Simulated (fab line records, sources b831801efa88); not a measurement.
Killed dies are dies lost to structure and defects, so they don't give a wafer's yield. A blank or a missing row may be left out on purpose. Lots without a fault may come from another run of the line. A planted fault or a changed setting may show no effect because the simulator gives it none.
Which tool did it? | flow gf180mcu | 15 lots, 45 wafers sampled, at 4 steps of a route of 602

WHAT THE GAUGES READ, wafer by wafer
GF_V3_THK_MEAS_03. Usual: V3_CVD_02_THK 846 nm, standard deviation 9.9.
lot  | measured     | on            | V3_CVD_02_THK (nm) | flag
L708 | day 21 06:13 | film_metro-03 | 850 863 855        |
L711 | day 22 12:02 | film_metro-04 | 833 829 842        |
L714 | day 23 14:47 | film_metro-01 | 856 858 853        |
L715 | day 23 21:31 | film_metro-01 | 843 834 853        |
L716 | day 24 03:12 | film_metro-04 | 842 851 849        |
L717 | day 24 15:55 | film_metro-01 | 844 833 846        |
L720 | day 25 10:19 | film_metro-04 | 822 849 845        |
L721 | day 26 04:26 | film_metro-03 | 843 852 862        |
L722 | day 26 07:17 | film_metro-03 | 845 851 853        |
L723 | day 26 15:45 | film_metro-01 | 843 863 842        |
L724 | day 26 23:19 | film_metro-04 | 836 838 855        |
L725 | day 27 04:19 | film_metro-01 | 846 861 862        |
L726 | day 27 13:38 | film_metro-03 | 846 838 840        |
L727 | day 27 20:02 | film_metro-01 | 845 862 853        |
L728 | day 28 06:17 | film_metro-03 | 840 836 844        |

GF_V4_OVL_MEAS_15. Usual: V4_OVL -1 nm, standard deviation 5.5.
lot  | measured     | on         | V4_OVL (nm) | flag
L708 | day 24 07:19 | overlay-02 | 10 6 0      |
L711 | day 25 11:13 | overlay-02 | 12 13 5     |
L714 | day 26 11:59 | overlay-01 | -4 2 -7     |
L715 | day 26 18:49 | overlay-01 | 7 -3 2      |
L716 | day 26 23:07 | overlay-02 | 1 -2 0      |
L717 | day 27 10:13 | overlay-02 | -8 -3 -4    |
L720 | day 28 04:13 | overlay-02 | 11 0 -8     |
L721 | day 28 19:56 | overlay-02 | -4 0 -3     |
L722 | day 28 22:43 | overlay-02 | -6 -6 -4    |
L723 | day 29 06:09 | overlay-02 | -4 1 -5     |
L727 | day 30 07:59 | overlay-01 | 3 0 4       |
L728 | day 30 16:16 | overlay-01 | -1 6 1      |

GF_V4_THK_MEAS_25: measures by xrf. Usual: V4_W_THK 351 nm, standard deviation 5.2.
lot  | measured     | on            | V4_W_THK (nm) | flag
L708 | day 24 08:22 | film_metro-04 | 343 342 344   |
L711 | day 25 12:16 | film_metro-02 | 350 352 354   |
L714 | day 26 13:08 | film_metro-04 | 343 344 347   |
L715 | day 26 19:54 | film_metro-02 | 352 351 353   |
L716 | day 27 00:11 | film_metro-02 | 344 346 344   |
L717 | day 27 11:35 | film_metro-02 | 347 347 347   |
L720 | day 28 05:15 | film_metro-04 | 342 343 348   |
L721 | day 28 20:58 | film_metro-04 | 349 347 348   |
L722 | day 28 23:47 | film_metro-02 | 356 350 350   |
L723 | day 29 07:11 | film_metro-02 | 351 349 354   |
L727 | day 30 09:03 | film_metro-04 | 352 350 348   |
L728 | day 30 17:22 | film_metro-04 | 346 349 345   |

WHICH TOOL RAN EACH LOT (tool, then ch and the chambers of the sampled wafers, then the start)
lot  | GF_V3_DEVELOP_13
L708 | litho_track-02 ch 0, day 22 06:27
L711 | litho_track-03 ch 0, day 23 11:13
L714 | litho_track-04 ch 0, day 24 13:02
L715 | litho_track-02 ch 0, day 24 20:34
L716 | litho_track-04 ch 0, day 25 02:00
L717 | litho_track-04 ch 0, day 25 13:45
L720 | litho_track-04 ch 0, day 26 07:24
L721 | litho_track-03 ch 0, day 27 01:43
L722 | litho_track-04 ch 0, day 27 04:02
L723 | litho_track-04 ch 0, day 27 12:09
L724 | litho_track-03, day 27 19:13
L725 | litho_track-02, day 27 23:57
L726 | litho_track-03, day 28 09:30
L727 | litho_track-03 ch 0, day 28 15:31
L728 | litho_track-02 ch 0, day 29 01:37
- GF_V3_DEVELOP_13: develop time 60 s.

WHAT THE TOOLS THEMSELVES READ (means of the sampled wafers that have a number; where no wafer has one, the mark that the record gives instead)
GF_V3_DEVELOP_13. Usual: chill_plate_temp_C 23.00 C, standard deviation 0.11.
lot  | tool           | chill_plate_temp_C (C) | flag
L708 | litho_track-02 | 23.11                  |
L711 | litho_track-03 | 22.89                  |
L714 | litho_track-04 | 22.87                  |
L715 | litho_track-02 | 23.01                  |
L716 | litho_track-04 | 23.00                  |
L717 | litho_track-04 | 22.89                  |
L720 | litho_track-04 | 23.12                  |
L721 | litho_track-03 | 23.00                  |
L722 | litho_track-04 | 23.05                  |
L723 | litho_track-04 | 23.04                  |
L724 | litho_track-03 | -                      | OFF
L725 | litho_track-02 | -                      | OFF
L726 | litho_track-03 | -                      | OFF
L727 | litho_track-03 | 23.21                  |
L728 | litho_track-02 | 22.95                  |

THE ANSWER, worked out from the rows above alone
Rule: a lot is off if the mean of its wafers that have a number lies more than 3 standard deviations from the usual mean. A lot without any number at a reading at which 4 lots or more have one is off too. The other lots that the step has rows for count as sound. The gauges are gone through in route order, then the tools' own readings, and for those a lot's mean is taken as printed above. The first step at which some lot is off is used, and at that step the reading that is off furthest; a lot without a number counts as furthest.
Off: L724, L725, L726, at GF_V3_DEVELOP_13 (chill_plate_temp_C). Without a number there: L724, L725, L726.
A tool fits if, at that step or a process step before it, it ran every lot that is off, and no sound lot after the first of them. None of those tried fits.

WHAT THE SIMULATOR HAD PUT IN
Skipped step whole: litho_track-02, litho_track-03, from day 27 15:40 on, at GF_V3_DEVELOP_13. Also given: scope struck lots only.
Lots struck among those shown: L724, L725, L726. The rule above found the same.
